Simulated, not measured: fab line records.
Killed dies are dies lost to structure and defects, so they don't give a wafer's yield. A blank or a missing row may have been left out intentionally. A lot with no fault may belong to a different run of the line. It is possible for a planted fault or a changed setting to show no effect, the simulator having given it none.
2 desks, one fault :: flow gf180mcu :: each desk has only its own numbers; what lay behind them comes last

## THE METROLOGY DESK
Means of the sampled wafers that have a number, per lot and without regard to the tool the lot ran on: this is what the gauges read. The brackets show how far a lot's mean lies from the usual mean; more than 4 standard deviations puts the lot out of limits, marked OUT.
Columns: A = HV_LDD_03_OVL at GF_HV_LDD_OVL_MEAS_47, usual 1.5 nm; B = V5_W_RS at GF_V5_RS_MEAS_24, usual 0.327 ohm/sq; C = V5_W_THK at GF_V5_THK_MEAS_25, usual 344 nm
lot: L397
first seen here: day 13 22:31
A: 1.1
B: 0.330
C: 338

lot: L398
first seen here: day 14 07:54
A: 2.4
B: 0.325
C: 344

lot: L401
first seen here: day 15 01:19
A: 1.3
B: 0.328
C: 337

lot: L402
first seen here: day 15 08:21
A: 0.6
B: 0.328
C: 342

lot: L405
first seen here: day 16 08:31
A: 2.3
B: 0.330
C: 340

lot: L406
first seen here: day 16 11:36
A: 1.5
B: 0.326
C: 340

lot: L407
first seen here: day 17 03:40
A: -0.2
B: 0.483 (+30) OUT
C: 234 (-15) OUT

lot: L408
first seen here: day 17 07:41
A: 1.5
B: 0.328
C: 350

lot: L409
first seen here: day 17 15:43
A: 0.8
B: 0.485 (+30) OUT
C: 235 (-15) OUT

lot: L416
first seen here: day 20 01:23
A: 0.0
B: 0.327
C: 343
Per this desk, out of limits: L407, L409; the first was L407, day 31 10:43 (V5_W_RS at GF_V5_RS_MEAS_24). L397, L398, L401, L402, L405, L406, L408, L416: within limits.

## FOR THE TOOL OWNER'S DESK: cvd_w-01
The tool's own readings at GF_V5_CVD_23 (deposits W, target thk 350 nm, time 104.9 s): means of the sampled wafers that have a number, for each lot that ran on this tool. The brackets show how far a lot's mean lies from the usual mean; more than 4 standard deviations puts the lot out of limits, marked OUT.
Columns: A = chamber_pressure_Torr at GF_V5_CVD_23, usual 39.99 Torr; B = heater_power_w at GF_V5_CVD_23, usual 899 W
lot: L397
first seen here: day 28 15:40
A: 39.97
B: 868

lot: L398
first seen here: day 29 02:37
A: 39.97
B: 947

lot: L401
first seen here: day 29 21:09
A: 39.94
B: 872

lot: L405
first seen here: day 30 20:48
A: 40.02
B: 873

lot: L406
first seen here: day 30 21:41
A: 39.84
B: 862

lot: L407
first seen here: day 31 10:35
A: 39.96
B: 863

lot: L409
first seen here: day 31 21:30
A: 40.04
B: 946
Finding of this desk: none of the 7 lots has anything out of limits.

## PUT TOGETHER
The metrology desk could have raised an alarm at day 31 10:43, on L407, L409.
The desk of the tool owner found nothing out of limits.
Tool owner's desk: L407, L409 on record, inside its limits.
GF_V5_CVD_23 was run on cvd_w-01 by each of the lots named.

## WHAT THE SIMULATOR HAD PUT IN
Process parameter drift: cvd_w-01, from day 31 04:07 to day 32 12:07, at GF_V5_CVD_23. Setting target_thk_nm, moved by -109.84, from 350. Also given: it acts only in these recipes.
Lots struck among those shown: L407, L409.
Hours from the fault's start to each desk's first reading out of limits: the metrology desk, 7.
